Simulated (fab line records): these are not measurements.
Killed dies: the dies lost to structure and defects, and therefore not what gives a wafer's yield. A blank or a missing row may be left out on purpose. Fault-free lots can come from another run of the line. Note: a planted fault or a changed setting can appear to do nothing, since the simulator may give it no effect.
Chamber matching || flow gf180mcu || GF_V4_STRIP_19 on wet-bench-01: 4 sister chambers
The step strips in post etch residue remover, time 1200 s. 8 wafers are shown with their chamber, then 7 later ones without.

EACH WAFER AND ITS CHAMBER
{"wafer": "L817.5", "chamber": 0, "temp-c (C)": 72.45}
{"wafer": "L817.6", "chamber": 0, "temp-c (C)": 72.61}
{"wafer": "L818.5", "chamber": 2, "temp-c (C)": 72.46}
{"wafer": "L818.6", "chamber": 2, "temp-c (C)": 72.63}
{"wafer": "L819.2", "chamber": 1, "temp-c (C)": 72.41}
{"wafer": "L819.5", "chamber": 1, "temp-c (C)": 72.37}
{"wafer": "L820.1", "chamber": 3, "temp-c (C)": 72.45}
{"wafer": "L820.3", "chamber": 3, "temp-c (C)": 72.45}

WAFERS MISSING THEIR CHAMBER
{"wafer": "L820.4", "temp-c (C)": 72.44}
{"wafer": "L822.1", "temp-c (C)": 72.66}
{"wafer": "L822.4", "temp-c (C)": 72.26}
{"wafer": "L822.5", "temp-c (C)": 72.31}
{"wafer": "L834.1", "temp-c (C)": 72.59}
{"wafer": "L834.2", "temp-c (C)": 72.62}
{"wafer": "L834.4", "temp-c (C)": 72.63}

THE CHAMBER EACH PASSED THROUGH
{"wafer": "L820.4", "from the rows above": "can't be placed: 3 or 1 or 0 or 2", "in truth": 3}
{"wafer": "L822.1", "from the rows above": "can't be placed: 2 or 0 or 3 or 1", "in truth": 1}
{"wafer": "L822.4", "from the rows above": "can't be placed: 1 or 3 or 0 or 2", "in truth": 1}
{"wafer": "L822.5", "from the rows above": "can't be placed: 1 or 3 or 0 or 2", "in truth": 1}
{"wafer": "L834.1", "from the rows above": "can't be placed: 2 or 0 or 3 or 1", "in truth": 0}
{"wafer": "L834.2", "from the rows above": "can't be placed: 2 or 0 or 3 or 1", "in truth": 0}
{"wafer": "L834.4", "from the rows above": "can't be placed: 2 or 0 or 3 or 1", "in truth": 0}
Correct placement for 0 of the 7. These rows do not allow placing 7 (true chamber among the candidates in 7). Placed wrongly: 0.
How it was worked out, from the rows above alone: a wafer's distance from a chamber is the root of the sum, over the readings, of the square of ((its reading less the chamber's mean) divided by the reading's scatter). If the next closest chamber is less than 2 further off than the closest, the wafer can't be placed; otherwise it belongs to the closest. For every chamber, the mean is computed from those of its wafers that are shown. The scatter: take each reading less its chamber's mean, square it, sum over the shown wafers, divide by the number of wafers less the number of chambers, and take the root.
